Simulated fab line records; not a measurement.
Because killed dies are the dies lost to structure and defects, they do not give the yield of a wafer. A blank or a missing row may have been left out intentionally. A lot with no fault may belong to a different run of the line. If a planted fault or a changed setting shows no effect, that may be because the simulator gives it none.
fab line records -- flow sky130
record lots=13, wafers=39, lastDay=50
route steps=708 shown FIELD_ISO@26 DNWELL@37 SONOS_ONO@173
lots that met no fault: from a run of the same line without faults
startH: hours from the record's first day to the start of the lot's first wafer shown -- waitH: hours since the lot's step before -- " repeats the value in the row above -- L1.1+2: one row covering several wafers at once -- - value missing, or start not given -- * or withheld: withheld -- < > ~ a bound
route shown NAME@n: NAME is a module with steps in the file, n the number in the route of the first one -- usual: mean and standard deviation over wafers with no fault -- same: alike in all rows -- chamber/n: place in a boat -- sites: readings site by site -- _std_site: the standard deviation of these -- _edge_site: the outer-site mean with the inner-site mean subtracted -- radiusMm: for every site, how far away it sits from the centre of the wafer -- mask NAME#n: copy n -- behind: tool/chamber where the wafer was last shaped -- hold: reason for holding the lot/hours on hold/outcome of the hold -- device: names the non-switching transistor (n, p or np) -- end of line: tests run on the same wafers once the route is complete -- a step without rows: its recipe alone -- killed: the dies lost at the first sort to structure and to defects; this is not the yield of the wafer -- map: per-die view of a wafer (x killed, . not killed, _ where there is no die)
set.NAME: setting as actually run; set.NAME@STEP: the setting as run at that earlier step -- model.NAME: the simulator's own value behind a step, which no gauge read
route steps across a sampled set of lots; one table per step, one row per wafer
services: the hour from which a tool's chamber was out of use, counted from the record's first day as startH (under 0 if before that day), plus the number of hours and why
## steps
# step SKY_FIELD_ISO_THK_MEAS_25
# recipe reads=SiO2_of_FIELD_ISO_CVD_24
# usual FIELD_ISO_CVD_24_THK=596/7.2
lot.wafer,tool,chamber,startH,waitH,FIELD_ISO_CVD_24_THK[nm]
L213.1,filmMetro-01,-,43.02,0.0,593
L213.2,filmMetro-01,-,43.02,0.0,586
L213.5,filmMetro-01,-,43.02,0.0,587
L214.2,filmMetro-04,-,47.00,0.0,584
L214.3,filmMetro-04,-,47.00,0.0,594
L214.5,filmMetro-04,-,47.00,0.0,583
L215.1,filmMetro-02,-,50.50,0.0,595
L215.2,filmMetro-02,-,50.50,0.0,587
L215.6,filmMetro-02,-,50.50,0.0,596
L216.1,filmMetro-02,-,58.54,0.1,585
L216.2,filmMetro-02,-,58.54,0.1,592
L216.4,filmMetro-02,-,58.54,0.1,591
L218.1,filmMetro-04,-,68.59,0.0,599
L218.3,filmMetro-04,-,68.59,0.0,598
L218.5,filmMetro-04,-,68.59,0.0,593
L219.4,filmMetro-01,-,72.41,0.0,599
L219.5,filmMetro-01,-,72.41,0.0,600
L219.6,filmMetro-01,-,72.41,0.0,609
L220.2,filmMetro-02,-,78.62,0.0,599
L220.4,filmMetro-02,-,78.62,0.0,589
L220.6,filmMetro-02,-,78.62,0.0,599
L222.1,filmMetro-02,-,88.38,0.0,587
L222.3,filmMetro-02,-,88.38,0.0,603
L222.5,filmMetro-02,-,88.38,0.0,595
L223.2,filmMetro-02,-,94.36,0.0,603
L223.4,filmMetro-02,-,94.36,0.0,598
L223.5,filmMetro-02,-,94.36,0.0,597
L229.3,filmMetro-04,-,125.57,0.1,606
L229.4,filmMetro-04,-,125.57,0.1,593
L229.5,filmMetro-04,-,125.57,0.1,603
L231.1,filmMetro-04,-,135.31,0.0,590
L231.3,filmMetro-04,-,135.31,0.0,585
L231.5,filmMetro-04,-,135.31,0.0,587
L232.1,filmMetro-01,-,142.27,0.0,581
L232.4,filmMetro-01,-,142.27,0.0,591
L232.6,filmMetro-01,-,142.27,0.0,586
L234.3,filmMetro-02,-,156.18,0.1,604
L234.4,filmMetro-02,-,156.18,0.1,584
L234.5,filmMetro-02,-,156.18,0.1,610
# step SKY_DNWELL_COAT_02
# recipe spinRpm=2000, resistThkNm=3000
# usual chillPlateTempC=23.01/0.11, spinSpeedRpm=2000.0/1.5
lot.wafer,tool,chamber,startH,waitH,chillPlateTempC,spinSpeedRpm
L213.1,lithoTrack-04,0,57.24,0.1,23.04,2002.0
L213.2,lithoTrack-04,0,57.24,0.1,22.81,1999.3
L213.5,lithoTrack-04,0,57.24,0.1,22.80,2001.4
L214.2,lithoTrack-02,0,58.87,0.1,23.19,2000.9
L214.3,lithoTrack-02,0,58.87,0.1,22.99,1999.2
L214.5,lithoTrack-02,0,58.87,0.1,23.10,2001.3
L215.1,lithoTrack-02,0,63.34,0.1,23.15,1999.9
L215.2,lithoTrack-02,0,63.34,0.1,23.09,2001.2
L215.6,lithoTrack-02,0,63.34,0.1,22.99,2000.0
L216.1,lithoTrack-02,0,72.79,0.1,22.96,2001.8
L216.2,lithoTrack-02,0,72.79,0.1,23.02,1998.9
L216.4,lithoTrack-02,0,72.79,0.1,23.09,2001.0
L218.1,lithoTrack-02,0,81.59,0.1,23.11,2002.1
L218.3,lithoTrack-02,0,81.59,0.1,23.04,1999.2
L218.5,lithoTrack-02,0,81.59,0.1,22.96,1999.6
L219.4,lithoTrack-02,0,86.82,0.1,22.97,1995.8
L219.5,lithoTrack-02,0,86.82,0.1,23.03,1997.7
L219.6,lithoTrack-02,0,86.82,0.1,23.11,2000.8
L220.2,lithoTrack-02,0,91.96,0.1,23.10,2138.5
L220.4,lithoTrack-02,0,91.96,0.1,23.09,2138.2
L220.6,lithoTrack-02,0,91.96,0.1,23.00,2137.4
L222.1,lithoTrack-02,0,101.29,0.1,23.11,2138.3
L222.3,lithoTrack-02,0,101.29,0.1,22.96,2140.6
L222.5,lithoTrack-02,0,101.29,0.1,22.99,2138.4
L223.2,lithoTrack-02,0,108.51,0.1,22.98,2138.6
L223.4,lithoTrack-02,0,108.51,0.1,23.05,2138.1
L223.5,lithoTrack-02,0,108.51,0.1,23.20,2137.6
L229.3,lithoTrack-04,0,139.54,0.1,23.15,1998.3
L229.4,lithoTrack-04,0,139.54,0.1,22.84,2001.5
L229.5,lithoTrack-04,0,139.54,0.1,22.89,1999.4
L231.1,lithoTrack-04,0,150.89,0.1,22.92,2003.1
L231.3,lithoTrack-04,0,150.89,0.1,22.92,1999.3
L231.5,lithoTrack-04,0,150.89,0.1,22.91,2001.5
L232.1,lithoTrack-02,0,161.79,0.1,23.15,2001.0
L232.4,lithoTrack-02,0,161.79,0.1,22.96,1999.9
L232.6,lithoTrack-02,0,161.79,0.1,23.02,1999.7
L234.3,lithoTrack-04,0,176.54,0.1,23.14,1997.4
L234.4,lithoTrack-04,0,176.54,0.1,22.96,2000.5
L234.5,lithoTrack-04,0,176.54,0.1,23.14,1999.3
# step SKY_DNWELL_STRIP_08
# recipe chemistry=O2/N2, powerW=1400, pressureMtorr=1500, platenTempC=withheld, o2FlowSccm=3000, n2FlowSccm=300, overashFraction=0.5
# usual drypumpMotorCurrentA=6.14/0.17, oesProductAu=0.723/0.0044, stripTimeToEndpointS=36.90/0.096
lot.wafer,tool,chamber,startH,waitH,drypumpMotorCurrentA,oesProductAu,rfHoursCounterH,stripTimeToEndpointS
L213.1,plasmaAsher-02,0,65.99,0.1,6.07,0.721,26,36.68
L213.2,plasmaAsher-02,1,65.99,0.1,6.27,0.727,26,36.71
L213.5,plasmaAsher-02,0,65.99,0.1,6.05,0.733,-,36.71
L214.2,plasmaAsher-03,1,68.14,0.1,6.20,0.719,38,36.91
L214.3,plasmaAsher-03,0,68.14,0.1,5.71,0.719,-,36.85
L214.5,plasmaAsher-03,1,68.14,0.1,6.18,0.720,-,36.83
L215.1,plasmaAsher-02,0,72.30,0.1,6.04,0.715,26,36.91
L215.2,plasmaAsher-02,1,72.30,0.1,6.35,0.725,26,37.01
L215.6,plasmaAsher-02,0,72.30,0.1,6.00,0.722,-,36.91
L216.1,plasmaAsher-02,1,81.44,0.1,6.36,0.722,27,36.85
L216.2,plasmaAsher-02,0,81.44,0.1,6.03,0.723,27,36.75
L216.4,plasmaAsher-02,1,81.44,0.1,6.29,0.728,-,36.89
L218.1,plasmaAsher-04,0,90.85,0.1,6.24,0.724,40,37.00
L218.3,plasmaAsher-04,0,90.85,0.1,6.25,0.716,-,36.98
L218.5,plasmaAsher-04,0,90.85,0.1,6.23,0.716,-,36.91
L219.4,plasmaAsher-02,1,95.87,0.1,6.28,0.725,-,36.84
L219.5,plasmaAsher-02,0,95.87,0.1,6.09,0.717,-,36.83
L219.6,plasmaAsher-02,1,95.87,0.1,6.32,0.725,-,36.87
L220.2,plasmaAsher-03,0,101.34,0.1,5.71,0.720,41,35.74
L220.4,plasmaAsher-03,1,101.34,0.1,6.18,0.723,-,35.71
L220.6,plasmaAsher-03,0,101.34,0.1,5.70,0.721,-,35.79
L222.1,plasmaAsher-02,1,111.44,0.1,6.30,0.725,30,35.73
L222.3,plasmaAsher-02,1,111.44,0.1,6.33,0.722,-,35.70
L222.5,plasmaAsher-02,1,111.44,0.1,6.35,0.722,-,35.70
L223.2,plasmaAsher-03,1,118.04,0.1,6.18,0.720,0,35.82
L223.4,plasmaAsher-03,1,118.04,0.1,6.18,0.732,-,35.91
L223.5,plasmaAsher-03,1,118.04,0.1,6.19,0.717,-,35.70
L229.3,plasmaAsher-03,1,149.38,0.1,6.16,0.724,-,36.81
L229.4,plasmaAsher-03,0,149.38,0.1,5.71,0.723,-,36.82
L229.5,plasmaAsher-03,1,149.38,0.1,6.19,0.722,-,36.88
L231.1,plasmaAsher-04,1,160.69,0.1,6.09,0.723,48,36.82
L231.3,plasmaAsher-04,0,160.69,0.1,6.27,0.723,-,36.74
L231.5,plasmaAsher-04,0,160.69,0.1,6.24,0.714,-,36.91
L232.1,plasmaAsher-02,1,172.20,0.1,6.31,0.718,36,36.95
L232.4,plasmaAsher-02,0,172.20,0.1,6.07,0.723,-,37.00
L232.6,plasmaAsher-02,0,172.20,0.1,6.06,0.727,-,37.06
L234.3,plasmaAsher-02,1,187.48,0.1,6.30,0.729,-,36.91
L234.4,plasmaAsher-02,0,187.48,0.1,6.09,0.723,-,36.97
L234.5,plasmaAsher-02,1,187.48,0.1,6.33,0.723,-,36.93
# step SKY_SONOS_ONO_THK_MEAS_05
# recipe reads=SiO2_of_SONOS_ONO_CVD_04
# usual SONOS_ONO_CVD_04_THK=5.70/0.11
lot.wafer,tool,chamber,startH,waitH,SONOS_ONO_CVD_04_THK[nm]
L213.1,filmMetro-01,-,277.40,0.0,5.70
L213.2,filmMetro-01,-,277.40,0.0,5.65
L213.5,filmMetro-01,-,277.40,0.0,5.69
L214.2,filmMetro-04,-,282.01,0.0,5.62
L214.3,filmMetro-04,-,282.01,0.0,5.63
L214.5,filmMetro-04,-,282.01,0.0,5.62
L215.1,filmMetro-04,-,285.61,0.0,5.89
L215.2,filmMetro-04,-,285.61,0.0,5.74
L215.6,filmMetro-04,-,285.61,0.0,5.86
L216.1,filmMetro-04,-,296.49,0.0,5.80
L216.2,filmMetro-04,-,296.49,0.0,5.76
L216.4,filmMetro-04,-,296.49,0.0,5.78
L218.1,filmMetro-04,-,319.48,0.0,5.65
L218.3,filmMetro-04,-,319.48,0.0,5.75
L218.5,filmMetro-04,-,319.48,0.0,5.75
L219.4,filmMetro-04,-,324.91,0.0,5.97
L219.5,filmMetro-04,-,324.91,0.0,6.03
L219.6,filmMetro-04,-,324.91,0.0,6.04
L220.2,filmMetro-02,-,330.87,0.0,5.65
L220.4,filmMetro-02,-,330.87,0.0,5.64
L220.6,filmMetro-02,-,330.87,0.0,5.65
L222.1,filmMetro-04,-,343.50,0.0,5.77
L222.3,filmMetro-04,-,343.50,0.0,5.54
L222.5,filmMetro-04,-,343.50,0.0,5.65
L223.2,filmMetro-02,-,350.85,0.0,5.65
L223.4,filmMetro-02,-,350.85,0.0,5.56
L223.5,filmMetro-02,-,350.85,0.0,5.61
L229.3,filmMetro-01,-,398.78,0.0,5.88
L229.4,filmMetro-01,-,398.78,0.0,5.73
L229.5,filmMetro-01,-,398.78,0.0,5.68
L231.1,filmMetro-02,-,415.97,0.0,5.82
L231.3,filmMetro-02,-,415.97,0.0,5.80
L231.5,filmMetro-02,-,415.97,0.0,5.86
L232.1,filmMetro-04,-,432.26,0.0,5.66
L232.4,filmMetro-04,-,432.26,0.0,5.63
L232.6,filmMetro-04,-,432.26,0.0,5.59
L234.3,filmMetro-02,-,456.74,0.0,5.58
L234.4,filmMetro-02,-,456.74,0.0,5.53
L234.5,filmMetro-02,-,456.74,0.0,5.70
# step SKY_SONOS_ONO_OVL_MEAS_14
# usual SONOS_ONO_OVL=0.4/1.4
lot.wafer,tool,chamber,startH,waitH,SONOS_ONO_OVL[nm]
L213.1,overlay-02,-,302.85,0.1,1.2
L213.2,overlay-02,-,302.85,0.1,0.4
L213.5,overlay-02,-,302.85,0.1,1.9
L214.2,overlay-01,-,307.11,0.1,1.7
L214.3,overlay-01,-,307.11,0.1,3.0
L214.5,overlay-01,-,307.11,0.1,0.3
L215.1,overlay-02,-,310.96,0.1,0.0
L215.2,overlay-02,-,310.96,0.1,-1.1
L215.6,overlay-02,-,310.96,0.1,1.7
L216.1,overlay-02,-,321.32,0.1,-1.3
L216.2,overlay-02,-,321.32,0.1,-0.2
L216.4,overlay-02,-,321.32,0.1,0.0
L218.1,overlay-01,-,346.20,0.1,0.1
L218.3,overlay-01,-,346.20,0.1,-0.3
L218.5,overlay-01,-,346.20,0.1,1.4
L219.4,overlay-02,-,351.88,0.1,0.8
L219.5,overlay-02,-,351.88,0.1,1.1
L219.6,overlay-02,-,351.88,0.1,-0.3
L220.2,overlay-01,-,358.77,0.1,0.5
L220.4,overlay-01,-,358.77,0.1,-0.8
L220.6,overlay-01,-,358.77,0.1,1.3
L222.1,overlay-01,-,371.41,0.1,0.3
L222.3,overlay-01,-,371.41,0.1,1.3
L222.5,overlay-01,-,371.41,0.1,0.0
L223.2,overlay-02,-,378.93,0.1,-1.3
L223.4,overlay-02,-,378.93,0.1,-0.3
L223.5,overlay-02,-,378.93,0.1,-2.6
L229.3,overlay-02,-,428.27,0.1,-0.5
L229.4,overlay-02,-,428.27,0.1,-0.4
L229.5,overlay-02,-,428.27,0.1,-2.0
L231.1,overlay-01,-,446.56,0.1,1.5
L231.3,overlay-01,-,446.56,0.1,2.4
L231.5,overlay-01,-,446.56,0.1,2.4
L232.1,overlay-01,-,463.15,0.1,0.4
L232.4,overlay-01,-,463.15,0.1,1.9
L232.6,overlay-01,-,463.15,0.1,-0.1
L234.3,overlay-02,-,487.56,0.1,-1.1
L234.4,overlay-02,-,487.56,0.1,-1.0
L234.5,overlay-02,-,487.56,0.1,-1.8
## services
tool,chamber,startH,hours,kind
plasmaAsher-04,-,40.75,1.9,repair
plasmaAsher-03,-,108.75,9.0,pm
plasmaAsher-03,0,108.75,9.0,ventCycle
plasmaAsher-03,1,108.75,9.0,ventCycle
plasmaAsher-03,0,117.75,-,clean
plasmaAsher-03,1,117.75,-,clean
plasmaAsher-03,-,125.19,7.4,pm
## key
firstSign step=SKY_DNWELL_COAT_02, reading=spinSpeedRpm, direction=up, sigmas=93, usual=2000.0, struck=2138.4
effect step=SKY_DNWELL_STRIP_08, reading=stripTimeToEndpointS, direction=down, sigmas=12, usual=*, struck=*
metAt SKY_DNWELL_COAT_02
struckLots L220,L222,L223
testerLeftOut L220,L222,L223
notActingAt SKY_FIELD_ISO_THK_MEAS_25,SKY_SONOS_ONO_THK_MEAS_05,SKY_SONOS_ONO_OVL_MEAS_14
onsetBetween 86.82 91.96
fault kind=processParameterDrift, tool=lithoTrack-02, chamber=-, onsetH=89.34, steps=SKY_DNWELL_COAT_02, channel=spinRpm, offset=139.02, shape=step, endH=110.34, actsIn=theseRecipesOnly, stated=2000
# testerLeftOut: of these lots the tester's yield and bins aren't shown, on N5 and GAA mostly nor the transistor test; their killed dies are dies lost to structure and defects alone, not to doping, threshold or leakage, so they don't give the yield
